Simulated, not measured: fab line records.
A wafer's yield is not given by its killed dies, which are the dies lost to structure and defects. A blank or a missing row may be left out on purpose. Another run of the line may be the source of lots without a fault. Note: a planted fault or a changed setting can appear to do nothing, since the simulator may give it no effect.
Which tool was responsible? -- flow sky130 -- 14 lots, 42 wafers sampled, at 2 steps of a route of 708

WHAT EACH GAUGE READ, for each wafer
SKY_NWELL_RS_MEAS_29: uses a four-point probe to measure. Usual: NWELL_RS gives 625.3 ohm/sq (standard deviation 1.9).
lot,measured,on,NWELL_RS (ohm/sq),flag
L263,day 5 09:08,film-metro-04,625.8 624.1 625.8,
L265,day 5 21:46,film-metro-04,625.8 623.1 625.6,
L268,day 6 16:15,film-metro-03,626.6 627.7 627.0,
L269,day 6 16:38,film-metro-02,625.7 626.8 625.5,
L272,day 7 14:05,film-metro-02,626.2 625.1 623.9,
L276,day 8 12:14,film-metro-03,646.8 644.2 646.5,OFF
L277,day 8 19:09,film-metro-02,648.6 651.6 650.0,OFF
L279,day 9 16:43,film-metro-02,626.2 628.6 626.4,
L280,day 9 20:04,film-metro-04,625.5 625.2 623.6,
L281,day 9 21:08,film-metro-03,622.2 621.7 623.1,
L282,day 10 03:02,film-metro-03,624.8 625.1 623.9,
L283,day 10 07:37,film-metro-03,629.3 626.5 625.7,
L284,day 10 15:22,film-metro-02,628.9 628.3 631.2,
L286,day 11 06:58,film-metro-04,624.6 625.5 624.7,

WHICH TOOL RAN EACH LOT (tool, then ch and the chambers of the sampled wafers, then the start)
lot,SKY_NWELL_IMPLANT_13
L263,"implanter-01 ch 0, day 4 15:23"
L265,"implanter-01 ch 0, day 5 02:53"
L268,"implanter-02 ch 0, day 5 21:02"
L269,"implanter-03 ch 0, day 5 21:46"
L272,"implanter-03 ch 0, day 6 17:26"
L276,"implanter-02 ch 0, day 7 14:58"
L277,"implanter-02 ch 0, day 7 22:01"
L279,"implanter-03 ch 0, day 8 18:46"
L280,"implanter-03 ch 0, day 8 22:35"
L281,"implanter-01 ch 0, day 8 22:57"
L282,"implanter-03 ch 0, day 9 04:31"
L283,"implanter-03 ch 0, day 9 08:29"
L284,"implanter-01 ch 0, day 9 15:40"
L286,"implanter-01 ch 0, day 10 06:42"
- SKY_NWELL_IMPLANT_13

WHAT THE TOOLS THEMSELVES READ (means of the sampled wafers that have a number; where no wafer has one, the mark that the record gives instead)
SKY_NWELL_IMPLANT_13. Usual: dose-ions-cm2 7.001e+11, standard deviation 7.6e+08; faraday-current-uA 3.94, standard deviation 0.077.
lot,tool,dose-ions-cm2,faraday-current-uA,flag
L263,implanter-01,7.003e+11,3.95,
L265,implanter-01,6.995e+11,4.00,
L268,implanter-02,6.998e+11,3.90,
L269,implanter-03,7.006e+11,3.97,
L272,implanter-03,7.004e+11,3.94,
L276,implanter-02,6.947e+10,0.40,OFF
L277,implanter-02,6.937e+10,0.39,OFF
L279,implanter-03,7.002e+11,3.90,
L280,implanter-03,6.995e+11,3.99,
L281,implanter-01,6.999e+11,3.96,
L282,implanter-03,7.007e+11,3.89,
L283,implanter-03,7.007e+11,3.96,
L284,implanter-01,7.000e+11,3.97,
L286,implanter-01,6.990e+11,3.88,

THE ANSWER, worked out from the rows above alone
Rule: a lot is off if the mean of its wafers that have a number lies more than 3 standard deviations from the usual mean. A lot without any number at a reading at which 4 lots or more have one is off too. Where the step has rows for the other lots, those lots are counted as sound. The gauges are gone through in route order, then the tools' own readings, and for those a lot's mean is taken as printed above. The first step at which some lot is off is used, and at that step the reading that is off furthest; a lot without a number counts as furthest.
Off: L276, L277, at SKY_NWELL_RS_MEAS_29 (NWELL_RS).
A tool fits if, at a process step before that reading, it ran every lot that is off, and no sound lot after the first of them. The gauges at SKY_NWELL_RS_MEAS_29 aren't tried: what is off there is off at SKY_NWELL_IMPLANT_13 too, on other tools, and a gauge's error can't cause that. One candidate fits, namely implanter-02 at SKY_NWELL_IMPLANT_13. A fault onset in the window from L268 (day 5 21:02, its last sound lot) to L276 (day 7 14:58, its first lot off) fits.
The tool's own readings at SKY_NWELL_IMPLANT_13 bear it out: on the lots that are off they differ by more than 5 times the standard deviation of the sound lots' means. dose-ions-cm2 reads 6.942e+10 there against 7.000e+11 on the sound lots; faraday-current-uA reads 0.40 there against 3.94 on the sound lots.

WHAT HAD BEEN PUT IN BY THE SIMULATOR
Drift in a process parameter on implanter-02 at SKY_NWELL_IMPLANT_13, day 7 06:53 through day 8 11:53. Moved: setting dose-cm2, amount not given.
Shown lots that were struck: L276, L277. Same finding as the rule above.
